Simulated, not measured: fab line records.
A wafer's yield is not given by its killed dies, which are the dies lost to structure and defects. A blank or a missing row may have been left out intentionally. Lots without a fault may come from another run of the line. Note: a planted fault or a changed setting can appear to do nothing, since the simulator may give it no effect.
fab line records	flow sky130	part 1 of 2: steps 1 to 30 of 43
record: lots: 5	wafers: 15	lastDay: 51
route steps=708 shown POLY_GATE@205 RES_PROTECT@206 LDD_N@237
lots with no fault: from the same line, run without faults
startH: start of the lot's first displayed wafer, in hours after the record's first day	waitH: hours elapsed since this lot's preceding step	" the same as in the row above	L1.1+2: one row covering several wafers at once	- no value present, or no start provided	* or withheld: withheld	< > ~ a bound
route shown NAME@n: names a module that has steps shown in the file, with the first one's number in the route	usual: average and standard deviation across the fault-free wafers	same: alike in all rows	chamber/n: place in a boat	sites: readings site by site	_std_site: the standard deviation of these	_edge_site: outer sites' mean less inner sites'	radiusMm: for every site, how far away it sits from the centre of the wafer	mask NAME#n: copy n	behind: the most recent tool/chamber to have shaped the wafer	hold: what put the lot on hold/how long, in hours/how the hold closed	device: names the non-switching transistor (n, p or np)	end of line: tests of these same wafers at the route's end	where a step has no rows: the recipe by itself	killed: count of dies lost to structure and defects at first sort (not the wafer's yield)	map: shows each die of a wafer: x if killed, . if not, _ if none is there
set.NAME: the run value of the setting; set.NAME@STEP: its run value at that earlier step	model.NAME: the simulator's own value behind a step, which no gauge read
certain route steps with their lots: each step a table, each wafer a row
services: from which hour (startH, from the record's first day; less than 0 if before it) a tool's chamber was out of use, for how many hours, and why
== steps ==
step: SKY_POLY_GATE_THK_MEAS_01
recipe: reads: poly-Si_of_POLY_GATE_CVD_00
usual: POLY_GATE_CVD_00_THK: 180.0/1.7
lot.wafer	tool	chamber	startH	waitH	POLY_GATE_CVD_00_THK[nm]
L075.2	filmMetro-02	-	334.37	0.0	179.2
L075.3	"	-	"	"	178.5
L075.6	"	-	"	"	180.2
L082.1	filmMetro-02	-	400.89	0.0	180.2
L082.2	"	-	"	"	178.5
L082.5	"	-	"	"	179.5
L083.1	filmMetro-01	-	410.96	0.0	180.1
L083.2	"	-	"	"	178.7
L083.3	"	-	"	"	178.7
L091.1	filmMetro-03	-	483.41	0.0	183.4
L091.5	"	-	"	"	184.4
L091.6	"	-	"	"	183.7
L095.1	filmMetro-02	-	506.79	0.0	182.2
L095.2	"	-	"	"	180.3
L095.3	"	-	"	"	181.0
step: SKY_RES_PROTECT_DEHYDRATE_00
recipe: tempC: 200	timeS: 60
lot.wafer	tool	chamber	startH	waitH
L075.2+3+6	lithoTrack-01	0	348.22	13.8
L082.1+2+5	lithoTrack-04	0	415.13	14.2
L083.1+2+3	lithoTrack-01	0	424.54	13.6
L091.1+5+6	lithoTrack-01	0	498.54	15.1
L095.1+2+3	lithoTrack-01	0	521.74	14.9
step: SKY_RES_PROTECT_HMDS_01
recipe: primeTimeS: 60	primeTempC: 120
lot.wafer	tool	chamber	startH	waitH
L075.2+3+6	lithoTrack-01	0	348.37	0.1
L082.1+2+5	lithoTrack-04	0	415.28	0.1
L083.1+2+3	lithoTrack-01	0	424.69	0.1
L091.1+5+6	lithoTrack-01	0	498.69	0.1
L095.1+2+3	lithoTrack-01	0	521.89	0.1
step: SKY_RES_PROTECT_COAT_02
recipe: resist: NOVOLAK	spinRpm: 3000	resistThkNm: 1140
lot.wafer	tool	chamber	startH	waitH
L075.2+3+6	lithoTrack-01	0	348.52	0.1
L082.1+2+5	lithoTrack-04	0	415.43	0.1
L083.1+2+3	lithoTrack-01	0	424.84	0.1
L091.1+5+6	lithoTrack-01	0	498.84	0.1
L095.1+2+3	lithoTrack-01	0	522.04	0.1
step: SKY_RES_PROTECT_SOFTBAKE_03
recipe: tempC: 90	timeS: 60	resist: NOVOLAK
lot.wafer	tool	chamber	startH	waitH
L075.2+3+6	lithoTrack-01	0	348.67	0.1
L082.1+2+5	lithoTrack-04	0	415.58	0.1
L083.1+2+3	lithoTrack-01	0	424.99	0.1
L091.1+5+6	lithoTrack-01	0	498.99	0.1
L095.1+2+3	lithoTrack-01	0	522.19	0.1
step: SKY_RES_PROTECT_EXPOSE_04
recipe: maskId: RPM	na: 0.6	sourceShape: conventional	sigmaOuter: 0.6	polarization: unpolarized	targetCdNm: 1270	doseMj: 131
usual: reticleTempC: 23.00/0.1
lot.wafer	tool	chamber	startH	waitH	mask	reticleTempC
L075.2	ilineStepper-02	0	-	-	RPM#0	23.15
L075.3	"	0	"	"	RPM#0	22.99
L075.6	"	0	"	"	RPM#0	23.14
L082.1	ilineStepper-01	0	-	-	RPM#0	22.93
L082.2	"	0	"	"	RPM#0	23.01
L082.5	"	0	"	"	RPM#0	23.06
L083.1	ilineStepper-02	0	-	-	RPM#0	22.89
L083.2	"	0	"	"	RPM#0	22.95
L083.3	"	0	"	"	RPM#0	22.91
L091.1	ilineStepper-01	0	-	-	RPM#0	22.94
L091.5	"	0	"	"	RPM#0	22.94
L091.6	"	0	"	"	RPM#0	22.91
L095.1	ilineStepper-02	0	-	-	RPM#0	22.96
L095.2	"	0	"	"	RPM#0	22.82
L095.3	"	0	"	"	RPM#0	23.08
step: SKY_RES_PROTECT_PEB_05
recipe: tempC: withheld	timeS: *	resist: NOVOLAK
lot.wafer	tool	chamber	startH	waitH
L075.2+3+6	lithoTrack-04	0	-	-
L082.1+2+5	lithoTrack-04	0	-	-
L083.1+2+3	lithoTrack-04	0	-	-
L091.1+5+6	lithoTrack-01	0	-	-
L095.1+2+3	lithoTrack-01	0	-	-
step: SKY_RES_PROTECT_DEVELOP_06
recipe: resist: NOVOLAK	developer: TMAH	developTimeS: 60	devTempC: 23
lot.wafer	tool	chamber	startH	waitH
L075.2+3+6	lithoTrack-04	0	363.46	0.1
L082.1+2+5	lithoTrack-04	0	429.73	0.1
L083.1+2+3	lithoTrack-04	0	439.78	0.1
L091.1+5+6	lithoTrack-01	0	513.99	0.1
L095.1+2+3	lithoTrack-01	0	536.99	0.1
step: SKY_POLY_GATE_IMPLANT_02
recipe: species: P	energyKev: 30	doseCm2: 7.7e+15	tiltDeg: 0
usual: faradayCurrentUA: 12905/480
lot.wafer	tool	chamber	startH	waitH	faradayCurrentUA
L075.2	implanter-04	0	363.61	0.1	13078
L075.3	"	0	"	"	12709
L075.6	"	0	"	"	12966
L082.1	implanter-01	0	429.88	0.1	13087
L082.2	"	0	"	"	12927
L082.5	"	0	"	"	12917
L083.1	implanter-01	0	439.93	0.1	13015
L083.2	"	0	"	"	12795
L083.3	"	0	"	"	12999
L091.1	implanter-04	0	514.14	0.1	13638
L091.5	"	0	"	"	12412
L091.6	"	0	"	"	12977
L095.1	implanter-04	0	537.14	0.1	13427
L095.2	"	0	"	"	12990
L095.3	"	0	"	"	13455
step: SKY_RES_PROTECT_STRIP_07
recipe: chemistry: O2/N2	powerW: 1400	pressureMtorr: 1500	platenTempC: withheld	o2FlowSccm: 3000	n2FlowSccm: 300	overashFraction: 0.5
usual: drypumpMotorCurrentA: 5.8/0.57	oesProductAu: 0.517/0.0048	stripTimeToEndpointS: 23.30/0.042
lot.wafer	tool	chamber	startH	waitH	drypumpMotorCurrentA	oesProductAu	rfHoursCounterH	stripTimeToEndpointS
L075.2	plasmaAsher-02	1	363.73	0.1	4.7	0.518	69	23.33
L075.3	"	1	"	"	4.7	0.517	-	23.27
L075.6	"	0	"	"	6.2	0.518	-	23.27
L082.1	plasmaAsher-02	0	430.18	0.2	6.2	0.507	76	23.31
L082.2	"	1	"	"	4.8	0.514	76	23.33
L082.5	"	1	"	"	4.7	0.517	-	23.33
L083.1	plasmaAsher-04	0	440.08	0.1	5.9	0.521	56	23.28
L083.2	"	1	"	"	6.5	0.511	56	23.23
L083.3	"	1	"	"	6.5	0.522	-	23.24
L091.1	plasmaAsher-01	1	514.29	0.1	6.2	0.518	8	23.33
L091.5	"	0	"	"	5.4	0.511	-	23.36
L091.6	"	1	"	"	6.2	0.525	-	23.35
L095.1	plasmaAsher-01	1	537.29	0.1	6.2	0.509	10	23.29
L095.2	"	0	"	"	5.4	0.512	10	23.27
L095.3	"	1	"	"	6.2	0.515	-	23.29
step: SKY_RES_PROTECT_TW_MEAS_08
usual: POLY_GATE_TW: 4056/53
lot.wafer	tool	chamber	startH	waitH	POLY_GATE_TW
L075.2	filmMetro-04	-	363.84	0.1	4081
L075.3	"	-	"	"	4105
L075.6	"	-	"	"	4093
L082.1	filmMetro-02	-	430.28	0.1	4062
L082.2	"	-	"	"	4057
L082.5	"	-	"	"	4046
L083.1	filmMetro-03	-	440.18	0.1	3989
L083.2	"	-	"	"	3979
L083.3	"	-	"	"	3993
L091.1	filmMetro-04	-	514.39	0.1	4106
L091.5	"	-	"	"	4106
L091.6	"	-	"	"	4102
L095.1	filmMetro-02	-	537.39	0.1	4086
L095.2	"	-	"	"	4049
L095.3	"	-	"	"	4045
step: SKY_RES_PROTECT_CLEAN_09
recipe: chemistry: SC1/SC2	mix: 1:4:20	tempC: 70	timeS: 150	dry: n2Spin
lot.wafer	tool	chamber	startH	waitH
L075.2+3+6	wetBench-04	0	363.89	0.0
L082.1+2+5	wetBench-04	2	430.34	0.1
L083.1+2+3	wetBench-01	1	440.24	0.1
L091.1+5+6	wetBench-01	2	514.45	0.1
L095.1+2+3	wetBench-04	3	537.45	0.1
step: SKY_POLY_GATE_CVD_03
recipe: material: Si3N4	precursor: DCS/NH3	targetThkNm: 75	tempC: 770	timeS: 1290	pressureMtorr: 250
lot.wafer	tool	chamber	startH	waitH
L075.2+3+6	lpcvd-02	1	363.94	0.0
L082.1+2+5	lpcvd-02	1	432.66	2.3
L083.1+2+3	lpcvd-02	1	440.92	0.6
L091.1+5+6	lpcvd-02	1	514.50	0.0
L095.1+2+3	lpcvd-02	0	537.55	0.0
step: SKY_POLY_GATE_THK_MEAS_04
recipe: reads: Si3N4_of_POLY_GATE_CVD_03
usual: POLY_GATE_CVD_03_THK: 75.4/0.69
lot.wafer	tool	chamber	startH	waitH	POLY_GATE_CVD_03_THK[nm]
L075.2	filmMetro-03	-	365.31	0.0	76.8
L075.3	"	-	"	"	76.5
L075.6	"	-	"	"	76.8
L082.1	filmMetro-02	-	434.70	0.0	74.7
L082.2	"	-	"	"	74.2
L082.5	"	-	"	"	75.1
L083.1	filmMetro-03	-	442.28	0.0	76.1
L083.2	"	-	"	"	76.2
L083.3	"	-	"	"	76.4
L091.1	filmMetro-01	-	515.86	0.0	76.1
L091.5	"	-	"	"	75.2
L091.6	"	-	"	"	75.6
L095.1	filmMetro-01	-	538.91	0.0	76.3
L095.2	"	-	"	"	76.8
L095.3	"	-	"	"	76.2
step: SKY_POLY_GATE_DEHYDRATE_05
recipe: tempC: 200	timeS: 60
lot.wafer	tool	chamber	startH	waitH
L075.2+3+6	lithoTrack-01	0	380.57	15.3
L082.1+2+5	lithoTrack-02	0	449.55	14.8
L083.1+2+3	lithoTrack-02	0	457.55	15.3
L091.1+5+6	lithoTrack-01	0	530.89	15.0
L095.1+2+3	lithoTrack-01	0	554.24	15.3
step: SKY_POLY_GATE_HMDS_06
recipe: primeTimeS: 60	primeTempC: 120
lot.wafer	tool	chamber	startH	waitH
L075.2+3+6	lithoTrack-01	0	380.72	0.1
L082.1+2+5	lithoTrack-02	0	449.70	0.1
L083.1+2+3	lithoTrack-02	0	457.70	0.1
L091.1+5+6	lithoTrack-01	0	531.04	0.1
L095.1+2+3	lithoTrack-01	0	554.39	0.1
step: SKY_POLY_GATE_COAT_07
recipe: resist: BARC	tempC: withheld	timeS: withheld	spinRpm: 3000	resistThkNm: 110
lot.wafer	tool	chamber	startH	waitH
L075.2+3+6	lithoTrack-01	0	380.87	0.1
L082.1+2+5	lithoTrack-02	0	449.85	0.1
L083.1+2+3	lithoTrack-02	0	457.85	0.1
L091.1+5+6	lithoTrack-01	0	531.19	0.1
L095.1+2+3	lithoTrack-01	0	554.54	0.1
step: SKY_POLY_GATE_COAT_08
recipe: resist: KrF-thick	spinRpm: 3000	resistThkNm: 450
lot.wafer	tool	chamber	startH	waitH
L075.2+3+6	lithoTrack-01	0	-	-
L082.1+2+5	lithoTrack-02	0	-	-
L083.1+2+3	lithoTrack-02	0	-	-
L091.1+5+6	lithoTrack-01	0	-	-
L095.1+2+3	lithoTrack-01	0	-	-
step: SKY_POLY_GATE_SOFTBAKE_09
recipe: tempC: 100	timeS: 90	resist: KrF-thick
lot.wafer	tool	chamber	startH	waitH
L075.2+3+6	lithoTrack-01	0	-	-
L082.1+2+5	lithoTrack-02	0	-	-
L083.1+2+3	lithoTrack-02	0	-	-
L091.1+5+6	lithoTrack-01	0	-	-
L095.1+2+3	lithoTrack-01	0	-	-
step: SKY_POLY_GATE_EXPOSE_10
recipe: maskId: P1M	na: 0.68	sourceShape: conventional	sigmaOuter: 0.6	targetCdNm: 150	doseMj: 28
usual: reticleTempC: 22.99/0.1
lot.wafer	tool	chamber	startH	waitH	mask	reticleTempC
L075.2	krfScanner-02	0	-	-	P1M#0	23.12
L075.3	"	0	"	"	P1M#0	23.03
L075.6	"	0	"	"	P1M#0	23.01
L082.1	krfScanner-02	0	-	-	P1M#0	22.93
L082.2	"	0	"	"	P1M#0	23.01
L082.5	"	0	"	"	P1M#0	23.07
L083.1	krfScanner-02	0	-	-	P1M#0	23.06
L083.2	"	0	"	"	P1M#0	23.05
L083.3	"	0	"	"	P1M#0	22.97
L091.1	krfScanner-02	0	-	-	P1M#0	22.90
L091.5	"	0	"	"	P1M#0	22.93
L091.6	"	0	"	"	P1M#0	23.06
L095.1	krfScanner-02	0	-	-	P1M#0	22.90
L095.2	"	0	"	"	P1M#0	22.92
L095.3	"	0	"	"	P1M#0	22.92
step: SKY_POLY_GATE_PEB_11
recipe: pebTempC: withheld	pebTimeS: withheld	resist: KrF-thick
lot.wafer	tool	chamber	startH	waitH
L075.2+3+6	lithoTrack-01	0	-	-
L082.1+2+5	lithoTrack-01	0	-	-
L083.1+2+3	lithoTrack-01	0	-	-
L091.1+5+6	lithoTrack-01	0	-	-
L095.1+2+3	lithoTrack-02	0	-	-
step: SKY_POLY_GATE_DEVELOP_12
recipe: developTimeS: 60	resist: KrF-thick	devTempC: 21
lot.wafer	tool	chamber	startH	waitH
L075.2+3+6	lithoTrack-01	0	-	-
L082.1+2+5	lithoTrack-01	0	-	-
L083.1+2+3	lithoTrack-01	0	-	-
L091.1+5+6	lithoTrack-01	0	-	-
L095.1+2+3	lithoTrack-02	0	-	-
step: SKY_POLY_GATE_CD_MEAS_13
recipe: targetCdNm: 150
usual: cdNm: 149.8/1.6
lot.wafer	tool	chamber	startH	waitH	cdNm
L075.2	cdSem-01	-	396.61	-	151.0
L075.3	"	-	"	"	149.9
L075.6	"	-	"	"	149.7
L082.1	cdSem-02	-	466.04	-	147.8
L082.2	"	-	"	"	149.2
L082.5	"	-	"	"	150.4
L083.1	cdSem-02	-	473.09	-	150.1
L083.2	"	-	"	"	150.4
L083.3	"	-	"	"	148.9
L091.1	cdSem-01	-	546.99	-	150.2
L091.5	"	-	"	"	149.2
L091.6	"	-	"	"	149.3
L095.1	cdSem-01	-	570.35	-	153.4
L095.2	"	-	"	"	153.7
L095.3	"	-	"	"	151.9
step: SKY_POLY_GATE_OVL_MEAS_14
usual: POLY_GATE_OVL: -1/5.8
lot.wafer	tool	chamber	startH	waitH	POLY_GATE_OVL[nm]
L075.2	overlay-02	-	396.72	0.1	2
L075.3	"	-	"	"	3
L075.6	"	-	"	"	-7
L082.1	overlay-02	-	466.16	0.1	0
L082.2	"	-	"	"	-6
L082.5	"	-	"	"	3
L083.1	overlay-01	-	473.21	0.1	-1
L083.2	"	-	"	"	-2
L083.3	"	-	"	"	3
L091.1	overlay-01	-	547.11	0.1	-2
L091.5	"	-	"	"	-8
L091.6	"	-	"	"	4
L095.1	overlay-02	-	570.47	0.1	-9
L095.2	"	-	"	"	-2
L095.3	"	-	"	"	-10
step: SKY_POLY_GATE_ETCH_15
recipe: chemistry: N2/H2	target: BARC	ionEnergyEv: 200	sourceW: 500	biasW: 100	pressureMtorr: 30	n2FlowSccm: 100	h2FlowSccm: 200	stopOn: SiO2	timeS: 118.5	targetDepthA: 1100
usual: drypumpMotorCurrentA: 6.0/0.53	oesProductAu: 0.716/0.0046	rfFwdPowerW: 497.5/1.6	throttleValvePct: 13.212/0.0086
lot.wafer	tool	chamber	startH	waitH	drypumpMotorCurrentA	oesProductAu	rfFwdPowerW	rfHoursCounterH	throttleValvePct
L075.2	rieDiel-04	1	396.75	0.0	6.5	0.713	496.1	55	13.218
L075.3	"	2	"	"	6.5	0.717	495.2	2	13.212
L075.6	"	1	"	"	6.5	0.716	496.0	-	13.205
L082.1	rieDiel-04	3	466.20	0.0	5.0	0.722	494.7	27	13.216
L082.2	"	0	"	"	6.7	0.721	496.3	6	13.209
L082.5	"	1	"	"	6.5	0.714	497.4	-	13.211
L083.1	rieDiel-01	2	473.25	0.0	6.2	0.717	499.2	64	13.216
L083.2	"	3	"	"	6.3	0.720	499.3	83	13.206
L083.3	"	1	"	"	5.8	0.719	497.5	14	13.212
L091.1	rieDiel-02	2	547.15	0.0	6.4	0.717	496.9	0	13.217
L091.5	"	2	"	"	6.4	0.718	495.9	-	13.217
L091.6	"	3	"	"	5.3	0.716	494.4	-	13.229
L095.1	rieDiel-01	0	570.51	0.0	5.8	0.713	498.0	0	13.205
L095.2	"	1	"	"	5.7	0.712	497.5	16	13.226
L095.3	"	2	"	"	6.2	0.713	498.2	66	13.220
step: SKY_POLY_GATE_ETCH_16
recipe: stopOn: poly-Si	chemistry: CH3F/O2	target: Si3N4	sourceW: 400	biasW: 80	pressureMtorr: 25	ch3fFlowSccm: 40	O2_flow_sccm: 30	timeS: 147.5	targetDepthA: 750
usual: drypumpMotorCurrentA: 6.0/0.53	oesProductAu: 0.642/0.0056	rfFwdPowerW: 398.5/1.4	throttleValvePct: 10.536/0.0088
lot.wafer	tool	chamber	startH	waitH	drypumpMotorCurrentA	oesProductAu	rfFwdPowerW	rfHoursCounterH	throttleValvePct
L075.2	rieDiel-04	1	396.83	0.0	6.5	0.644	400.1	55	10.535
L075.3	"	2	"	"	6.5	0.642	400.0	2	10.542
L075.6	"	1	"	"	6.5	0.643	398.9	-	10.532
L082.1	rieDiel-04	3	466.28	0.0	4.9	0.641	397.7	27	10.537
L082.2	"	0	"	"	6.7	0.638	400.8	6	10.534
L082.5	"	1	"	"	6.5	0.635	398.2	-	10.545
L083.1	rieDiel-01	2	473.33	0.0	6.2	0.646	399.3	64	10.533
L083.2	"	3	"	"	6.3	0.650	399.5	83	10.538
L083.3	"	1	"	"	5.8	0.641	398.7	14	10.546
L091.1	rieDiel-02	2	547.23	0.0	6.4	0.648	397.9	0	10.529
L091.5	"	2	"	"	6.4	0.646	398.6	-	10.521
L091.6	"	3	"	"	5.3	0.646	395.5	-	10.548
L095.1	rieDiel-01	0	570.59	0.0	5.9	0.654	398.6	1	10.529
L095.2	"	2	"	"	6.2	0.653	397.9	66	10.538
L095.3	"	3	"	"	6.3	0.653	398.7	0	10.531
step: SKY_POLY_GATE_ETCH_17
recipe: targetDepthNm: 180	stopOn: SiO2	overEtchFrac: 0.56667	chemistry: HBr/Cl2	target: poly-Si	icpW: 400	biasW: 100	pressureMtorr: 10	HBr_flow_sccm: 150	Cl2_flow_sccm: 50	timeS: 70.5
usual: drypumpMotorCurrentA: 5.59/0.25	oesProductAu: 0.988/0.0078	rfFwdPowerW: 396.2/1.7	throttleValvePct: 33.684/0.0087
same: overEtchFrac: 0.56667
lot.wafer	tool	chamber	startH	waitH	drypumpMotorCurrentA	oesProductAu	rfFwdPowerW	rfHoursCounterH	throttleValvePct
L075.2	rieSi-01	2	396.93	0.0	5.88	0.997	393.0	3	33.685
L075.3	"	3	"	"	5.37	0.985	396.8	60	33.692
L075.6	"	1	"	"	5.53	0.993	396.1	-	33.692
L082.1	rieSi-01	2	466.38	0.0	5.91	0.996	395.2	4	33.696
L082.2	"	3	"	"	5.35	0.978	394.4	61	33.696
L082.5	"	1	"	"	5.54	0.984	396.0	-	33.679
L083.1	rieSi-01	3	473.43	0.0	5.35	0.995	395.2	61	33.680
L083.2	"	2	"	"	5.92	0.981	394.4	4	33.675
L083.3	"	1	"	"	5.54	0.979	395.7	13	33.677
L091.1	rieSi-02	0	547.33	0.0	5.45	0.996	397.3	7	33.678
L091.5	"	1	"	"	5.97	1.013	398.9	-	33.670
L091.6	"	2	"	"	5.06	1.000	398.0	-	33.689
L095.1	rieSi-01	3	570.69	0.0	5.33	0.994	396.1	0	33.689
L095.2	"	1	"	"	5.55	0.991	394.0	14	33.685
L095.3	"	0	"	"	5.70	0.989	393.5	1	33.694
step: SKY_POLY_GATE_STRIP_18
recipe: chemistry: O2/N2	powerW: 1400	pressureMtorr: 1500	platenTempC: withheld	o2FlowSccm: 3000	n2FlowSccm: 300	overashFraction: 0.5
usual: drypumpMotorCurrentA: 6.0/0.39	oesProductAu: 0.359/0.0047	stripTimeToEndpointS: 3.14/0.045
lot.wafer	tool	chamber	startH	waitH	drypumpMotorCurrentA	oesProductAu	rfHoursCounterH	stripTimeToEndpointS
L075.2	plasmaAsher-03	1	396.99	0.0	6.3	0.355	25	3.15
L075.3	"	0	"	"	5.6	0.369	-	3.17
L075.6	"	0	"	"	5.6	0.367	-	3.13
L082.1	plasmaAsher-01	0	466.44	0.0	5.4	0.364	3	3.17
L082.2	"	1	"	"	6.2	0.355	3	3.14
L082.5	"	1	"	"	6.2	0.362	-	3.13
L083.1	plasmaAsher-01	0	473.49	0.0	5.4	0.349	4	3.10
L083.2	"	1	"	"	6.2	0.363	4	3.11
L083.3	"	0	"	"	5.3	0.359	-	3.10
L091.1	plasmaAsher-01	1	547.39	0.0	6.2	0.360	11	3.14
L091.5	"	1	"	"	6.2	0.356	-	3.11
L091.6	"	0	"	"	5.4	0.366	-	3.13
L095.1	plasmaAsher-04	0	570.74	0.0	5.9	0.361	69	3.11
L095.2	"	1	"	"	6.5	0.365	69	3.19
L095.3	"	0	"	"	5.9	0.365	-	3.22
step: SKY_POLY_GATE_CLEAN_19
recipe: chemistry: SC1/SC2	mix: 1:4:20	tempC: 70	timeS: 150	dry: n2Spin
lot.wafer	tool	chamber	startH	waitH
L075.2+3+6	wetBench-02	0	397.09	0.1
L082.1+2+5	wetBench-01	2	466.54	0.1
L083.1+2+3	wetBench-02	0	473.59	0.1
L091.1+5+6	wetBench-01	0	547.49	0.1
L095.1+2+3	wetBench-02	1	570.84	0.1
step: SKY_POLY_GATE_OXIDATION_20
recipe: tempC: 850	ambient: O2	stabiliseS: 600	purgeS: 300	targetThkA: 40	oxTimeS: 899
lot.wafer	tool	chamber	startH	waitH
L075.2+3+6	furnace-01	0	402.10	5.0
L082.1+2+5	furnace-02	0	467.21	0.6
L083.1+2+3	furnace-02	0	474.51	0.9
L091.1+5+6	furnace-02	0	547.56	0.0
L095.1+2+3	furnace-02	0	570.89	0.0
